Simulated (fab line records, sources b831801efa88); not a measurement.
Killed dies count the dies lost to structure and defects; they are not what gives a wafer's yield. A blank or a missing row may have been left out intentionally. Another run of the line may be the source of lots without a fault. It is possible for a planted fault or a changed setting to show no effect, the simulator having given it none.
Problem report, 8D (eight disciplines) form, completed by code -- flow gf180mcu -- the parts of the form that need people (team, actions taken, sign-off) are left out

## 1. WHAT WENT WRONG
Across 6 wafers from 2 lots, HV_LDD_CVD_54_THK at GF_HV_LDD_THK_MEAS_55 averages 20.35 nm, while fault-free wafers read 10.00 nm with a standard deviation of 0.15. That puts it +69 standard deviations away from the usual mean.
First seen on wafer L374.2, day 16 18:32, on film_metro-02. Wafers with a number at this step in the record: 33, from 11 lots. Rule for "out" (also "out of limits"): further than 4 standard deviations from the usual mean. The other wafers with a number count as sound.

## 2. WHAT IT IS AND WHAT IT IS NOT
question,is,is not
which readings at this step,HV_LDD_CVD_54_THK,-
which lots,"L374, L375","L362, L363, L364, L370, L372, L373, L382, L383, L384"
which wafers of those lots,all that have a number,-
read on which gauges,film_metro-02,"film_metro-01, film_metro-03"
when,from day 16 18:32,"up to then (18 sound wafers); but 9 sound wafers of L382, L383, L384 came after"

## 3. SUSPECTS, AND WHAT RULES EACH OUT
Counting: a tool at any process step up to the reading remains a suspect when it ran all the lots that are out and ran no sound lot after the first of those.
- ruled out: the gauge at GF_HV_LDD_THK_MEAS_55. All the wafers that are out were read on film_metro-02, but those of them that GF_HV_LDD_CVD_54 has rows for are out there too, on other tools.
- rtp_anneal-02 at GF_HV_LDD_RTA_52 (time 10 s): ruled out as a lasting fault. After its first lot that is out, L374 (day 16 17:20), sound lots L382, L383 ran on it.
- lpcvd-01 at GF_HV_LDD_CVD_54 (deposits SiO2 from TEOS, target thk 10 nm, time 75 s): ruled out as a lasting fault. After its first lot that is out, L374 (day 16 17:31), sound lots L383, L384 ran on it.
Left after counting: nothing in the record.

## 4. THE CAUSE (what the simulator had put in)
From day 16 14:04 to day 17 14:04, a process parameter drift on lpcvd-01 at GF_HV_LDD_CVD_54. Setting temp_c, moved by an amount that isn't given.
It was ruled out by counting, in error; the rule expects a fault to strike all lots run on its tool from its start on, and this fault did not.

## 5. THE EFFECT CHAIN, in route order
Rows list readings where the struck wafers' mean (over those with a number) sits beyond 3 standard deviations from the usual. Only readings for which the record gives a usual standard deviation are gone through. hours: the time from each lot's start at the first step in this table that gives one to its start at this step, as a median over the lots. sigmas: the change in usual standard deviations.
hours,step,reading,usual,on struck wafers,change,sigmas
0,GF_HV_LDD_CVD_54,spike_tc_bottom_C,699.5 C,730.6,+31.1,+18
0,GF_HV_LDD_CVD_54,spike_tc_centre_C,679.5 C,710.9,+31.4,+28
0,GF_HV_LDD_CVD_54,spike_tc_lower_C,681.2 C,713.2,+32.0,+20
0,GF_HV_LDD_CVD_54,spike_tc_top_C,694.4 C,723.7,+29.3,+11
0,GF_HV_LDD_CVD_54,spike_tc_upper_C,680.1 C,711.1,+31.0,+24
0,GF_HV_LDD_CVD_54,susceptor_temp_C,680.0 C,711.5,+31.5,+99 or more
1,GF_HV_LDD_THK_MEAS_55,HV_LDD_CVD_54_THK,10.00 nm,20.35,+10.35,+69
Here are the process steps it includes:
- GF_HV_LDD_CVD_54: deposits SiO2 from TEOS, target thk 10 nm, time 75 s.

## 6. WHAT WOULD HAVE CAUGHT IT SOONER
The first out-of-limits reading at a measuring or inspecting step in this record came at day 16 18:32, 4 hours after the fault's start at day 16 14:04.
At GF_HV_LDD_CVD_54, the tool's own readings (spike_tc_bottom_C, spike_tc_centre_C, spike_tc_lower_C, spike_tc_top_C, spike_tc_upper_C, susceptor_temp_C) were out on each struck wafer the step has a row for, so an alarm limit on them would have fired on the first such wafer.
